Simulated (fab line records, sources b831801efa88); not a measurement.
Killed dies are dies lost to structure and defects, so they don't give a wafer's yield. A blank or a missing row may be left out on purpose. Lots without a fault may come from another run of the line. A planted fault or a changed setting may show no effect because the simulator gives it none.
Which tool did it? | flow sky130 | 12 lots, 36 wafers sampled, at 5 steps of a route of 708

WHAT THE GAUGES READ, wafer by wafer
SKY_RES_XHIGH_TW_MEAS_09.
lot  | measured     | on            | RES_XHIGH_TW
L378 | day 27 00:26 | film_metro-03 | 1659 1664 1651
L380 | day 27 11:34 | film_metro-03 | 1653 1658 1650
L382 | day 28 18:59 | film_metro-02 | 1636 1644 1646
L386 | day 30 00:46 | film_metro-04 | 1627 1628 1635
L387 | day 30 05:30 | film_metro-02 | 1626 1642 1630
L389 | day 30 21:11 | film_metro-04 | 1635 1627 1631
L391 | day 31 11:52 | film_metro-03 | 1644 1636 1643
L392 | day 31 15:35 | film_metro-04 | 1619 1618 1623
L396 | day 33 01:58 | film_metro-03 | 1621 1633 1629
L398 | day 33 18:24 | film_metro-04 | 1626 1635 1623
L399 | day 33 20:55 | film_metro-04 | 1637 1629 1632
L400 | day 34 03:16 | film_metro-03 | 1638 1643 1638

SKY_SD_N_CD_MEAS_07: target cd 380 nm.
lot  | measured     | on        | cd_nm (nm)
L378 | day 28 05:28 | cd_sem-02 | 378.8 379.6 377.7
L380 | day 28 15:46 | cd_sem-02 | 374.3 375.4 374.4
L382 | day 29 23:35 | cd_sem-02 | 376.4 375.7 375.5
L386 | day 31 03:43 | cd_sem-01 | 382.3 383.2 384.2
L387 | day 31 09:43 | cd_sem-01 | 380.9 379.4 380.5
L389 | day 32 01:04 | cd_sem-02 | 378.8 381.5 376.1
L391 | day 32 14:50 | cd_sem-02 | 379.3 378.3 379.3
L392 | day 32 18:41 | cd_sem-02 | 382.0 381.5 379.3
L396 | day 34 03:58 | cd_sem-02 | 415.1 418.5 414.9
L398 | day 34 20:07 | cd_sem-02 | 382.7 382.8 381.0
L399 | day 34 22:53 | cd_sem-02 | 406.6 407.1 409.5
L400 | day 35 04:40 | cd_sem-01 | 377.2 378.8 378.3

SKY_SD_N_RS_MEAS_18: measures by four-point-probe.
lot  | measured     | on            | RES_XHIGH_RS (ohm/sq)
L378 | day 28 06:34 | film_metro-03 | 332.7 333.4 333.0
L380 | day 28 16:51 | film_metro-03 | 334.7 334.5 334.1
L382 | day 30 00:40 | film_metro-03 | 332.6 332.8 333.0
L386 | day 31 04:47 | film_metro-02 | 333.5 331.7 332.8
L387 | day 31 10:47 | film_metro-02 | 334.7 335.3 334.2
L389 | day 32 02:10 | film_metro-02 | 333.7 331.8 332.9
L391 | day 32 15:58 | film_metro-02 | 334.7 333.0 333.4
L392 | day 32 19:46 | film_metro-04 | 333.9 333.6 334.7
L396 | day 34 05:03 | film_metro-04 | 335.2 333.1 333.3
L398 | day 34 21:11 | film_metro-03 | 334.1 332.7 332.5
L399 | day 34 23:58 | film_metro-03 | 334.4 334.0 334.4
L400 | day 35 05:45 | film_metro-04 | 332.2 332.9 333.5

WHICH TOOL RAN EACH LOT (tool, then ch and the chambers of the sampled wafers, then the start)
lot  | SKY_LDD_N_STRIP_16                   | SKY_SD_N_EXPOSE_04
L378 | plasma_asher-01 ch 0,1, day 18 00:32 | iline_stepper-02 ch 0, day 27 15:31
L380 | plasma_asher-03 ch 0,1, day 18 13:33 | iline_stepper-01 ch 0, day 28 01:13
L382 | plasma_asher-01 ch 0,1, day 19 22:03 | iline_stepper-02 ch 0, day 29 08:37
L386 | plasma_asher-01 ch 0,1, day 21 03:03 | iline_stepper-02 ch 0, day 30 13:52
L387 | plasma_asher-02 ch 0,1, day 21 11:14 | iline_stepper-02 ch 0, day 30 19:43
L389 | plasma_asher-03 ch 0,1, day 22 06:00 | iline_stepper-01 ch 0, day 31 11:08
L391 | plasma_asher-02 ch 0,1, day 22 21:15 | iline_stepper-01 ch 0, day 32 01:46
L392 | plasma_asher-02 ch 0,1, day 23 01:51 | iline_stepper-01 ch 0, day 32 05:44
L396 | plasma_asher-02 ch 0,1, day 24 17:33 | iline_stepper-02 ch 0, day 33 15:47
L398 | plasma_asher-02 ch 0,1, day 25 10:05 | iline_stepper-01 ch 0, day 34 07:00
L399 | plasma_asher-03 ch 0, day 25 11:39   | iline_stepper-02 ch 0, day 34 09:55
L400 | plasma_asher-01 ch 0,1, day 25 19:06 | iline_stepper-01 ch 0, day 34 16:09
- SKY_LDD_N_STRIP_16: strips in O2/N2.
- SKY_SD_N_EXPOSE_04: exposes mask NSDM, target cd 380 nm.

WHAT THE TOOLS THEMSELVES READ (means of the sampled wafers that have a number; where no wafer has one, the mark that the record gives instead)
SKY_LDD_N_STRIP_16.
lot  | tool            | drypump_motor_current_A (A) | n2_flow_sccm (sccm) | oes_product_au (a.u.) | strip_time_to_endpoint_s (s)
L378 | plasma_asher-01 | 5.8                         | 301.0               | 0.410                 | 4.327
L380 | plasma_asher-03 | 6.1                         | 300.2               | 0.405                 | 4.318
L382 | plasma_asher-01 | 6.2                         | 299.8               | 0.404                 | 4.310
L386 | plasma_asher-01 | 5.8                         | 299.2               | 0.406                 | 4.294
L387 | plasma_asher-02 | 5.4                         | 299.5               | 0.405                 | 4.313
L389 | plasma_asher-03 | 6.1                         | 299.7               | 0.402                 | 4.300
L391 | plasma_asher-02 | 5.5                         | 301.0               | 0.409                 | 4.305
L392 | plasma_asher-02 | 5.5                         | 299.5               | 0.409                 | 4.295
L396 | plasma_asher-02 | 5.5                         | 301.0               | 0.403                 | 4.300
L398 | plasma_asher-02 | 5.4                         | 299.6               | 0.409                 | 4.316
L399 | plasma_asher-03 | 6.5                         | 299.9               | 0.407                 | 4.340
L400 | plasma_asher-01 | 6.2                         | 298.6               | 0.408                 | 4.307

SKY_SD_N_EXPOSE_04.
lot  | tool             | exposure_dose_mJ_cm2 | reticle_temp_C (C)
L378 | iline_stepper-02 | 140.86               | 23.13
L380 | iline_stepper-01 | 141.01               | 22.95
L382 | iline_stepper-02 | 141.04               | 22.94
L386 | iline_stepper-02 | 140.90               | 23.00
L387 | iline_stepper-02 | 141.01               | 23.05
L389 | iline_stepper-01 | 140.93               | 23.04
L391 | iline_stepper-01 | 141.00               | 23.17
L392 | iline_stepper-01 | 141.02               | 23.03
L396 | iline_stepper-02 | 158.74               | 23.07
L398 | iline_stepper-01 | 140.82               | 22.86
L399 | iline_stepper-02 | 154.87               | 23.00
L400 | iline_stepper-01 | 140.93               | 22.94

THE ANSWER, worked out from the rows above alone
Rule: what is usual is taken from the lots themselves. Put in order of their means at a reading, lots are off if they are a third of the lots or fewer, leave a main group of 4 or more, and stand apart from it by a gap of 3 or more times the standard deviation of the main group's means; of several such gaps the widest counts. A main group whose means are all the same, to the digits that the tables above print for the reading, isn't used. A lot without any number at a reading at which 4 lots or more have one is off too. The other lots that the step has rows for count as sound. The gauges are gone through in route order, then the tools' own readings, and for those a lot's mean is taken as printed above. The first step at which some lot is off is used, and at that step the reading that is off furthest; a lot without a number counts as furthest.
Off: L396, L399, at SKY_SD_N_CD_MEAS_07 (cd_nm). The main group: mean 379.2 nm, standard deviation 2.5.
A tool fits if, at a process step before that reading, it ran every lot that is off, and no sound lot after the first of them. The gauges at SKY_SD_N_CD_MEAS_07 aren't tried: what is off there is off at SKY_SD_N_EXPOSE_04 too, on other tools, and a gauge's error can't cause that. One fits: iline_stepper-02 at SKY_SD_N_EXPOSE_04. Its last sound lot is L387 (day 30 19:43), its first lot that is off L396 (day 33 15:47): a fault that began between those two fits.
The tool's own readings at SKY_SD_N_EXPOSE_04 bear it out: on the lots that are off they differ by more than 5 times the standard deviation of the sound lots' means. exposure_dose_mJ_cm2 reads 156.81 there against 140.95 on the sound lots.

WHAT THE SIMULATOR HAD PUT IN
Process parameter drift: iline_stepper-02, from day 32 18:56 on, at SKY_SD_N_EXPOSE_04. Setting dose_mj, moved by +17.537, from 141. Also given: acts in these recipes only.
Lots struck among those shown: L396, L399. The rule above found the same.
